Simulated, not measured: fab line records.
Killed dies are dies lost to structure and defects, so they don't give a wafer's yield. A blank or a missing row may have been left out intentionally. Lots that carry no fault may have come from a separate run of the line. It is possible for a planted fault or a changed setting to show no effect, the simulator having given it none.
A lot that was struck, set against a sound lot / flow gf180mcu / 15 out of 602 route steps
Sound: these wafers, L444.1, L444.2, L444.5. Wafers struck: L453.1, L453.3, L453.6. The cause comes at the end.
Each step with rows lists, per side, the tool, then ch with its chambers, then its first start. Under that, the readings that differ: sound wafers / struck wafers / difference of the means / sigmas: that difference in standard deviations of wafers without a fault.
alike: a reading whose means differ by less than 2 such deviations, as well as words and numbers matching on both sides. not compared: withheld readings; readings where some wafer has no value; bounds like >300 that might hide an equal value; numbers whose values overlap and for which the record gives no deviation.
A row with sigmas, a row that says differs or no value, or rows on one side alone: a step with any of these is where the two part. Numbers that don't overlap but have no deviation are shown without sigmas and don't part them. Lack of a reading on every wafer of one side parts them only where that side has two or more wafers.

GF_V3_STRIP_18: strips in O2/N2.
  sound on plasmaAsher-01 ch 0,1, day 23 11:47; struck on plasmaAsher-04 ch 0,1, day 26 21:32
  alike: chamberPressureMTorr, drypumpMotorCurrentA, heaterPowerW, oesProductAu
  not compared: rfHoursCounterH
then, 3 steps without rows for these wafers: GF_V3_STRIP_19 (strips in post etch residue remover, time 1200 s); GF_V3_CLEAN_20 (cleans in DIW); GF_V3_SPUTTER_21 (material Ti, target thk 15 nm, time 80.02 s).
GF_V3_SPUTTER_22: material TiN, target thk 10 nm, time 40 s.
  sound on pvdSputter-04, day 23 12:23; struck on pvdSputter-01, day 26 22:39
  alike: cathodeDcPowerW, throttleValvePct
GF_V3_CVD_23: deposits W, target thk 350 nm, time 104.9 s.
  sound on cvdW-02 ch 0,1, day 23 12:26; struck on cvdW-01 ch 0,1, day 26 22:41
  alike: heaterPowerW
GF_V3_RS_MEAS_24: uses a four-point probe to measure.
  sound on filmMetro-04, day 23 12:33; struck on filmMetro-03, day 26 22:48
  alike: V3_W_RS
GF_V3_THK_MEAS_25: measures by xrf.
  sound on filmMetro-04, day 23 12:40; struck on filmMetro-03, day 26 22:55
  alike: V3_W_THK
then, 2 steps without rows for these wafers: GF_V3_CMP_26 (polishes, stops on SiO2, t overpolish 15 s, target thk 0 nm); GF_M4_SPUTTER_00 (material Ti, target thk 37.5 nm, time 150 s).
GF_M4_SPUTTER_01: material TiN, target thk 30 nm, time 25 s.
  sound on pvdSputter-04, day 23 13:08; struck on pvdSputter-04, day 26 23:23
  alike: cathodeDcPowerW, throttleValvePct
then, 1 step without rows for these wafers: GF_M4_SPUTTER_02 (material AlCu, target thk 450 nm, time 23.9 s).
GF_M4_SPUTTER_03: material Ti, target thk 10 nm, time 6.7 s.
  sound on pvdSputter-04, day 23 13:11; struck on pvdSputter-04, day 26 23:26
reading=cathodeDcPowerW (W); sound=3000.9 3000.3 2999.9; struck=3083.1 3084.1 3084.0; difference=+83.4; sigmas=+99 or more
reading=model.Ti_of_M4_SPUTTER_03.thkNm (nm); sound=9.924 10 10.02; struck=10.33 10.18 10.23; difference=+0.27; sigmas=
  alike: throttleValvePct
GF_M4_SPUTTER_04: material TiN, target thk 50 nm, time 41.7 s.
  sound on pvdSputter-04, day 23 13:13; struck on pvdSputter-04, day 26 23:28
  alike: cathodeDcPowerW, throttleValvePct
-- the record jumps here: 6 days lie between the struck wafers' starts before and after (it left off in module M4 and takes up again in module PASSIVATION, whose first step shown is number 602 of the route) --
GF_PASSIVATION_PROBE_99:
  only the struck wafers here have rows in the record (prober-01, day 32 19:13); the sound ones have none

WHERE THEY PART
First at GF_M4_SPUTTER_03; last, within this record, at GF_PASSIVATION_PROBE_99.

WHY: what had been put in by the simulator
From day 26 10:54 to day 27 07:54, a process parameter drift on pvdSputter-04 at GF_M4_SPUTTER_03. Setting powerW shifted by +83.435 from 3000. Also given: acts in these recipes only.
